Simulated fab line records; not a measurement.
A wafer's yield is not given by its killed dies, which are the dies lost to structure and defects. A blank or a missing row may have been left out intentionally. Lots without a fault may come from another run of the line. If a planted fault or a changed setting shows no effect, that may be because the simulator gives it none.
A lot that was struck, set against a sound lot -- flow sfq-line -- 17 steps out of a route of 325
Sound: wafers L723.1, L723.3, L723.5. Struck: wafer L733.4. (L733.2 of the same lot was not struck and is left out.) The cause comes at the end.
Order at every step that has rows: each side's tool, ch and its chambers, its first start. Under that, the readings that differ: sound wafers -- struck wafers -- difference of the means -- sigmas: that difference in standard deviations of wafers without a fault.
alike: same words and numbers on both sides, and readings whose means sit less than 2 such deviations apart. not compared: any withheld reading, any reading some wafer has no value for, any bound like >300 that may hide the same value, and any number with overlapping values for which the record gives no deviation.
Wherever a step has rows on one side only, a row that says differs or no value, or a row with sigmas, the two part there. Numbers that don't overlap but have no deviation are shown without sigmas and don't part them. A reading that every wafer of one side lacks parts them only if that side has two wafers or more.

SFQ_TRILAYER_I7_VIA_STRIP_STRIP_191: strips in O2.
  sound on rie-metal-04 ch 1, day 69 13:02; struck on rie-metal-02 ch 1, day 72 13:16
  alike: drypump-motor-current-A, oes-product-au
  not compared: rf-hours-counter-h
then, 8 steps without rows for these wafers: SFQ_TRILAYER_I7_VIA_STRIP_SOLV_CLEAN_192 (cleans in NMP, time 600 s); SFQ_TRILAYER_M8_LITHO_LOR_COAT_197; SFQ_TRILAYER_M8_LITHO_LOR_BAKE_198; SFQ_TRILAYER_M8_LITHO_COAT_193 (resist thk 600 nm); SFQ_TRILAYER_M8_LITHO_SOFTBAKE_199; SFQ_TRILAYER_M8_LITHO_EXPOSE_194 (exposes mask M8, target cd 2000 nm); SFQ_TRILAYER_M8_LITHO_PEB_196 (peb time 60 s); SFQ_TRILAYER_M8_LITHO_DEVELOP_195 (img clear 15 s, time 55 s).
SFQ_M8_OVL_MEAS_948:
  sound on overlay-02 at day 70 11:05; struck on overlay-02 at day 72 22:44
  alike: M8_OVL
then, 2 steps without rows for these wafers: SFQ_TRILAYER_M8_DEP_EVAP_197 (material Ti, target thk 20 nm, time 100 s); SFQ_TRILAYER_M8_DEP_EVAP_198 (material Pt, target thk 50 nm, time 250 s).
SFQ_TRILAYER_M8_DEP_EVAP_196: material Au, target thk 180 nm, time 900 s.
  sound on pvd-sputter-02 at day 70 11:20; struck on pvd-sputter-02 at day 72 22:59
reading,sound,struck,difference,sigmas
model.Au_of_TRILAYER_M8_DEP_EVAP_196.thk-nm (nm),180.3 178.1 179.5,189.6,+10.3,
SFQ_M8_RS_MEAS_949: the measuring method here is four-point-probe.
  sound on film-metro-01 at day 70 11:52; struck on film-metro-02 at day 72 23:32
reading,sound,struck,difference,sigmas
M8_AU_RS (ohm/sq),0.1538 0.1553 0.1540,0.1462,-0.0082,-4
SFQ_M8_THK_MEAS_950: measures by xrf.
  sound on film-metro-01 at day 70 11:59; struck on film-metro-02 at day 72 23:38
reading,sound,struck,difference,sigmas
M8_AU_THK (nm),175.3 173.6 175.3,184.5,+9.8,+4
then, 1 step without rows for these wafers: SFQ_TRILAYER_M8_LIFTOFF_LIFTOFF_197 (chemistry NMP, time 600 s).
SFQ_M8_BOW_MEAS_951:
  sound on film-metro-04 at day 70 12:23; struck on film-metro-01 at day 72 23:53
reading,sound,struck,difference,sigmas
model.etest.m8.ohm-sq,0.1536 0.1555 0.1543,0.1461,-0.0084,
  alike: M8_BOW

## WHERE THEY PART
Earliest at SFQ_M8_RS_MEAS_949; latest, in this record, at SFQ_M8_THK_MEAS_950. Later steps at which nothing parts them and some readings are alike: SFQ_M8_BOW_MEAS_951.

WHY: whatever the simulator had introduced
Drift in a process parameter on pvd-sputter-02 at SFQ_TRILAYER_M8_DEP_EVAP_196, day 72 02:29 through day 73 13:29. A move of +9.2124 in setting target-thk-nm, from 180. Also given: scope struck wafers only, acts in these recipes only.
